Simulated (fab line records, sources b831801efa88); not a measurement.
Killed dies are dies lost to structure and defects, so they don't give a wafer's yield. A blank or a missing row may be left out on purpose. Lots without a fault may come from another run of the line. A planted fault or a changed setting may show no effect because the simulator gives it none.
fab line records | flow gf180mcu
record lots=13 wafers=38 last_day=34
route steps=602 shown V3@446 V4@486
lots that met no fault: from a run of the same line without faults
start_h: hours from the record's first day to the start of the lot's first wafer shown | wait_h: hours since the lot's step before | " the same as in the row above | L1.1+2: a row that stands for several wafers | - no value, or no start given | * or withheld: withheld | < > ~ a bound
route shown NAME@n: a module of which the file shows steps, and the number in the route of the first | usual: mean/standard deviation of fault-free wafers | same: alike in all rows | chamber/n: place in a boat | sites: the reading at each site | _std_site: their standard deviation | _edge_site: outer sites' mean less inner sites' | radius_mm: how far each site lies from the wafer's centre | mask NAME#n: copy n | behind: the tool/chamber that last shaped the wafer | hold: why the lot was held/for how many hours/how that ended | device: the transistor (n, p or np) that didn't switch | end of line: the same wafers' tests at the end of the route | a step without rows: its recipe alone | killed: dies lost to structure and defects at the first sort, not the wafer's yield | map: a wafer's dies, x killed, . not, _ none there
set.NAME: the setting as run; set.NAME@STEP: as run at that earlier step | model.NAME: the simulator's own value behind a step, which no gauge read
steps of the route over a sample of lots; a table a step, a row a wafer
services: from which hour (start_h, from the record's first day; less than 0 if before it) a tool's chamber was out of use, for how many hours, and why
## steps
# step GF_V3_ETCH_17
# recipe chemistry=C4F8/O2/Ar mask_material=KrF target=SiO2 stop_on=TiN source_w=1500 bias_w=1200 pressure_mtorr=40 c4f8_flow_sccm=withheld O2_flow_sccm=6 Ar_flow_sccm=300 time_s=withheld target_depth_a=6350
# usual oes_product_au=0.856/0.0049
# columns lot.wafer tool chamber start_h wait_h oes_product_au
L147.3 rie_diel-04 0 - - 0.861
L147.5 " 2 " " 0.860
L147.6 " 3 " " 0.857
L148.1 rie_diel-03 2 - - 0.866
L148.4 " 0 " " 0.861
L148.5 " 1 " " 0.853
L149.1 rie_diel-04 0 - - 0.855
L149.2 " 2 " " 0.853
L149.6 " 2 " " 0.857
L150.1 rie_diel-03 0 - - 0.851
L150.4 " 1 " " 0.859
L150.6 " 1 " " 0.861
L151.2 rie_diel-03 2 - - 0.851
L151.5 " 1 " " 0.855
L151.6 " 2 " " 0.853
L152.1 rie_diel-04 3 - - 0.856
L152.5 " 1 " " 0.859
L152.6 " 2 " " 0.855
L160.1 rie_diel-02 1 - - 0.865
L160.6 " 2 " " 0.854
L161.1 rie_diel-02 0 - - 0.856
L161.2 " 3 " " 0.858
L161.4 " 1 " " 0.853
L162.2 rie_diel-04 0 - - 0.858
L162.3 " 2 " " 0.848
L162.6 " 1 " " 0.850
L166.1 rie_diel-04 2 - - 0.854
L166.3 " 1 " " 0.857
L166.4 " 3 " " 0.858
L167.2 rie_diel-04 2 - - 0.861
L167.3 " 1 " " 0.850
L167.5 " 2 " " 0.849
L168.1 rie_diel-02 3 - - 0.849
L168.5 " 0 " " 0.848
L168.6 " 1 " " 0.865
L170.2 rie_diel-03 3 - - 0.854
L170.5 " 3 " " 0.851
L170.6 " 1 " " 0.851
# step GF_V4_SOFTBAKE_10
# recipe temp_c=130 time_s=60 resist=KrF
# usual plate_temp_C=130.02/0.14 run_length_s=88.99/0.14
# columns lot.wafer tool chamber start_h wait_h plate_temp_C run_length_s
L147.3 litho_track-02 0 551 - 130.06 89.11
L147.5 " 0 " " 129.87 88.80
L147.6 " 0 " " 129.77 88.97
L148.1 litho_track-02 0 561 - 129.91 89.11
L148.4 " 0 " " 129.88 88.90
L148.5 " 0 " " 129.84 88.93
L149.1 litho_track-04 0 570 - 129.98 89.29
L149.2 " 0 " " 130.00 88.98
L149.6 " 0 " " 130.09 89.07
L150.1 litho_track-04 0 573 - 130.31 89.02
L150.4 " 0 " " 130.25 89.15
L150.6 " 0 " " 130.20 89.19
L151.2 litho_track-02 0 587 - 130.07 89.02
L151.5 " 0 " " 129.93 88.85
L151.6 " 0 " " 130.09 88.83
L152.1 litho_track-01 0 595 - 129.97 88.89
L152.5 " 0 " " 130.28 89.07
L152.6 " 0 " " 130.06 89.04
L160.1 litho_track-01 0 653 - 129.98 89.02
L160.6 " 0 " " 129.90 91.49
L161.1 litho_track-01 0 657 - 129.94 89.03
L161.2 " 0 " " 130.13 88.91
L161.4 " 0 " " 129.90 91.64
L162.2 litho_track-01 0 675 - 130.04 88.92
L162.3 " 0 " " 129.87 88.96
L162.6 " 0 " " 129.97 91.47
L166.1 litho_track-02 0 694 - 130.24 88.76
L166.3 " 0 " " 130.08 88.86
L166.4 " 0 " " 130.07 88.82
L167.2 litho_track-04 0 699 - 129.94 89.03
L167.3 " 0 " " 129.99 89.31
L167.5 " 0 " " 129.86 88.95
L168.1 litho_track-02 0 706 - 130.04 89.08
L168.5 " 0 " " 129.97 88.84
L168.6 " 0 " " 129.79 88.84
L170.2 litho_track-02 0 718 - 129.95 88.79
L170.5 " 0 " " 129.86 88.81
L170.6 " 0 " " 129.97 88.75
# step GF_V4_STRIP_18
# recipe chemistry=O2/N2 power_w=1400 pressure_mtorr=1500 platen_temp_c=250 o2_flow_sccm=3000 n2_flow_sccm=300 overash_fraction=0.5
# usual drypump_motor_current_A=5.51/0.21 heater_power_w=322/11 n2_flow_sccm=300.0/0.94 oes_product_au=0.592/0.0047
# columns lot.wafer tool chamber start_h wait_h drypump_motor_current_A heater_power_w n2_flow_sccm oes_product_au rf_hours_counter_h
L147.3 plasma_asher-04 0 562.82 - 5.24 323 298.3 0.590 -
L147.5 " 0 " " 5.23 331 299.4 0.594 -
L147.6 " 1 " " 5.58 338 300.7 0.591 -
L148.1 plasma_asher-02 1 572.79 - 5.82 315 300.8 0.587 12
L148.4 " 1 " " 5.84 319 298.6 0.598 -
L148.5 " 0 " " 5.56 326 300.7 0.591 -
L149.1 plasma_asher-02 1 581.94 - 5.84 307 300.4 0.590 13
L149.2 " 0 " " 5.52 323 301.5 0.580 13
L149.6 " 1 " " 5.85 298 299.6 0.597 -
L150.1 plasma_asher-04 1 584.79 - 5.59 338 296.9 0.590 50
L150.4 " 0 " " 5.22 320 301.0 0.594 -
L150.6 " 1 " " 5.60 342 298.8 0.593 -
L151.2 plasma_asher-02 1 597.85 - 5.84 307 300.1 0.593 15
L151.5 " 1 " " 5.84 307 299.8 0.596 -
L151.6 " 0 " " 5.54 324 299.7 0.586 -
L152.1 plasma_asher-02 0 606.29 - 5.52 321 300.9 0.587 16
L152.5 " 0 " " 5.53 321 300.2 0.598 -
L152.6 " 1 " " 5.86 306 300.0 0.591 -
L160.1 plasma_asher-02 1 663.00 - 5.83 306 300.1 0.592 22
L160.6 " 1 " " 5.84 311 301.4 0.587 -
L161.1 plasma_asher-01 1 666.74 - 5.30 326 299.8 0.586 109
L161.2 " 0 " " 5.52 320 301.8 0.597 109
L161.4 " 1 " " 5.31 325 300.8 0.595 -
L162.2 plasma_asher-01 0 684.99 - 5.54 317 298.7 0.604 111
L162.3 " 1 " " 5.30 322 301.1 0.599 -
L162.6 " 0 " " 5.55 312 298.8 0.591 -
L166.1 plasma_asher-01 1 704.04 - 5.32 322 298.4 0.595 113
L166.3 " 0 " " 5.51 313 299.3 0.595 -
L166.4 " 1 " " 5.32 322 298.6 0.583 -
L167.2 plasma_asher-04 0 709.04 - 5.20 336 300.1 0.595 64
L167.3 " 1 " " 5.57 340 299.8 0.587 -
L167.5 " 1 " " 5.58 337 298.6 0.597 -
L168.1 plasma_asher-02 0 716.19 - 5.51 319 299.8 0.596 28
L168.5 " 1 " " 5.84 303 299.8 0.598 -
L168.6 " 0 " " 5.50 314 300.2 0.600 -
L170.2 plasma_asher-02 0 726.69 - 5.51 322 298.2 0.593 29
L170.5 " 1 " " 5.85 311 299.9 0.590 -
L170.6 " 0 " " 5.51 325 299.6 0.584 -
# step GF_V4_CVD_23
# recipe material=W target_thk_nm=350 time_s=104.9 temp_c=400 pressure_torr=40
# usual heater_power_w=872/130
# columns lot.wafer tool chamber start_h wait_h heater_power_w
L147.3 cvd_w-02 1 563.47 0.1 693
L147.5 " 0 " " 955
L147.6 " 1 " " 695
L148.1 cvd_w-01 1 573.43 0.0 983
L148.4 " 0 " " 833
L148.5 " 1 " " 1043
L149.1 cvd_w-02 0 582.61 0.0 997
L149.2 " 1 " " 686
L149.6 " 1 " " 683
L150.1 cvd_w-01 0 585.42 0.0 849
L150.4 " 0 " " 818
L150.6 " 0 " " 843
L151.2 cvd_w-02 1 598.48 0.0 679
L151.5 " 0 " " 959
L151.6 " 1 " " 676
L152.1 cvd_w-02 1 606.95 0.0 672
L152.5 " 0 " " 949
L152.6 " 1 " " 674
L160.1 cvd_w-01 0 663.64 0.0 844
L160.6 " 1 " " 1002
L161.1 cvd_w-02 0 667.38 0.0 986
L161.2 " 1 " " 674
L161.4 " 0 " " 964
L162.2 cvd_w-02 1 685.63 0.0 702
L162.3 " 0 " " 1010
L162.6 " 0 " " 977
L166.1 cvd_w-01 0 704.67 0.0 852
L166.3 " 1 " " 994
L166.4 " 0 " " 862
L167.2 cvd_w-01 1 709.67 0.0 1011
L167.3 " 1 " " 989
L167.5 " 1 " " 1004
L168.1 cvd_w-01 1 716.82 0.0 1009
L168.5 " 0 " " 845
L168.6 " 1 " " 1006
L170.2 cvd_w-01 0 727.33 0.0 865
L170.5 " 1 " " 1002
L170.6 " 0 " " 844
## services
# columns tool chamber start_h hours kind
cvd_w-02 - 498.54 0.9 repair
rie_diel-03 - 499.76 15.6 pm
rie_diel-03 2 516.93 5.5 repair
plasma_asher-02 - 519.90 7.4 repair
plasma_asher-04 - 523.97 1.6 repair
plasma_asher-01 - 530.68 2.8 pm
rie_diel-03 3 542.58 7.0 repair
plasma_asher-02 - 556.33 2.8 pm
rie_diel-03 - 560.23 0.5 repair
rie_diel-02 2 620.68 12.8 repair
rie_diel-04 - 673.03 4.0 pm
rie_diel-03 2 685.78 15.3 repair
rie_diel-03 - 698.43 2.2 repair
rie_diel-03 3 700.65 8.7 repair
rie_diel-04 1 707.90 3.6 repair
rie_diel-02 2 710.59 7.6 repair
cvd_w-01 - 723.76 2.8 pm
## key
first_sign step=GF_V4_SOFTBAKE_10 reading=run_length_s direction=up sigmas=18 usual=* struck=*
effect none on later readings
met_at GF_V4_SOFTBAKE_10
struck_lots L160,L161,L162
struck_wafers L160.6,L161.4,L162.6
not_acting_at GF_V3_ETCH_17,GF_V4_STRIP_18,GF_V4_CVD_23
onset_between 595 653
fault kind=process_parameter_drift tool=litho_track-01 chamber=- onset_h=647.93 steps=GF_V4_SOFTBAKE_10 channel=time_s offset=* shape=step end_h=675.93 scope=struck_wafers_only acts_in=* stated=*
